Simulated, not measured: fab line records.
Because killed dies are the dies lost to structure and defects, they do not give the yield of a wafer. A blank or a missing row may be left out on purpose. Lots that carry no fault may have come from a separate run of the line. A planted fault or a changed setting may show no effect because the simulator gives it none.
Tool commonality check | flow gf180mcu | Lots sampled 12, wafers sampled 36

## REASON IT WAS OPENED
At GF_VT_IMPLANT_TW_MEAS_21 the reading VT_IMPLANT_2_TW is flagged on 1 of 12 lots. Wafers without a fault read 1219, standard deviation 13.
Rule: flag the lot when none of its wafers has a number, or when each of its wafers that has one lies beyond 4 standard deviations from that mean. The rest of the lots are taken to be sound.

lot  | measured     | on           | VT_IMPLANT_2_TW, wafer by wafer | flag
L312 | day 6 07:10  | filmMetro-02 | 1204 1210 1201                  | 
L313 | day 6 11:35  | filmMetro-01 | 1234 1244 1232                  | 
L317 | day 7 13:13  | filmMetro-04 | 30 30 30                        | FLAGGED
L322 | day 8 21:19  | filmMetro-04 | 1207 1206 1201                  | 
L324 | day 9 09:22  | filmMetro-02 | 1209 1211 1203                  | 
L329 | day 10 16:34 | filmMetro-02 | 1213 1215 1205                  | 
L330 | day 10 22:56 | filmMetro-01 | 1226 1233 1230                  | 
L331 | day 11 06:01 | filmMetro-01 | 1238 1236 1236                  | 
L332 | day 11 11:32 | filmMetro-02 | 1205 1202 1200                  | 
L333 | day 11 18:46 | filmMetro-04 | 1212 1206 1211                  | 
L334 | day 12 00:28 | filmMetro-01 | 1241 1244 1242                  | 
L335 | day 12 10:01 | filmMetro-02 | 1211 1213 1213                  | 
Average over the flagged lots: 30; offset from the usual -1189, equal to -91 standard deviations.

## EACH LOT AND THE TOOL IT RAN ON
The record keeps 1 process step preceding the reading, out of 602 steps on the route. Each cell gives the tool, then ch followed by the chambers the sampled wafers passed through, then the start.
lot  | flag    | GF_VT_IMPLANT_EXPOSE_15
L312 |         | ilineStepper-02 ch 0, day 5 23:35
L313 |         | ilineStepper-01 ch 0, day 6 04:16
L317 | FLAGGED | ilineStepper-02 ch 0, day 7 04:52
L322 |         | ilineStepper-01 ch 0, day 8 12:46
L324 |         | ilineStepper-02 ch 0, day 9 00:50
L329 |         | ilineStepper-01 ch 0, day 10 07:50
L330 |         | ilineStepper-02 ch 0, day 10 13:51
L331 |         | ilineStepper-02 ch 0, day 10 21:05
L332 |         | ilineStepper-01 ch 0, day 11 02:41
L333 |         | ilineStepper-01 ch 0, day 11 09:14
L334 |         | ilineStepper-02 ch 0, day 11 14:03
L335 |         | ilineStepper-02 ch 0, day 12 00:26
What is done by these steps:
- GF_VT_IMPLANT_EXPOSE_15: exposes mask Nwell LV AREA, target cd 860 nm.
- GF_VT_IMPLANT_TW_MEAS_21

## FLAGGED OVER TOTAL, TOOL BY TOOL (the gauges that took the reading come last)
step                     | tool            | lots run | flagged | share of the flagged lots | sound lots run after its first flagged lot
GF_VT_IMPLANT_EXPOSE_15  | ilineStepper-01 | 5        | 0       | none                      | -
GF_VT_IMPLANT_EXPOSE_15  | ilineStepper-02 | 7        | 1       | all                       | 5 (L324,L330,L331,L334,L335)
GF_VT_IMPLANT_TW_MEAS_21 | filmMetro-01    | 4        | 0       | none                      | -
GF_VT_IMPLANT_TW_MEAS_21 | filmMetro-02    | 5        | 0       | none                      | -
GF_VT_IMPLANT_TW_MEAS_21 | filmMetro-04    | 3        | 1       | all                       | 2 (L322,L333)

## WHAT IS ALLOWED BY THE TABLE
In 2 table rows, all flagged lots were run: ilineStepper-02 (GF_VT_IMPLANT_EXPOSE_15), filmMetro-04 (GF_VT_IMPLANT_TW_MEAS_21).
- ilineStepper-02 at GF_VT_IMPLANT_EXPOSE_15 ran 7 lots, 1 of them flagged. Sound lots followed the first flagged one (L324, L330, L331, L334, L335) on it, something a lasting fault affecting the whole tool could not allow.
- filmMetro-04 at GF_VT_IMPLANT_TW_MEAS_21 ran 3 lots, 1 of them flagged. Sound lots followed the first flagged one (L322, L333) on it, something a lasting fault affecting the whole tool could not allow.
Every row of the table either missed a flagged lot or ran a sound lot after the first.

## WHAT HAD BEEN PUT IN BY THE SIMULATOR
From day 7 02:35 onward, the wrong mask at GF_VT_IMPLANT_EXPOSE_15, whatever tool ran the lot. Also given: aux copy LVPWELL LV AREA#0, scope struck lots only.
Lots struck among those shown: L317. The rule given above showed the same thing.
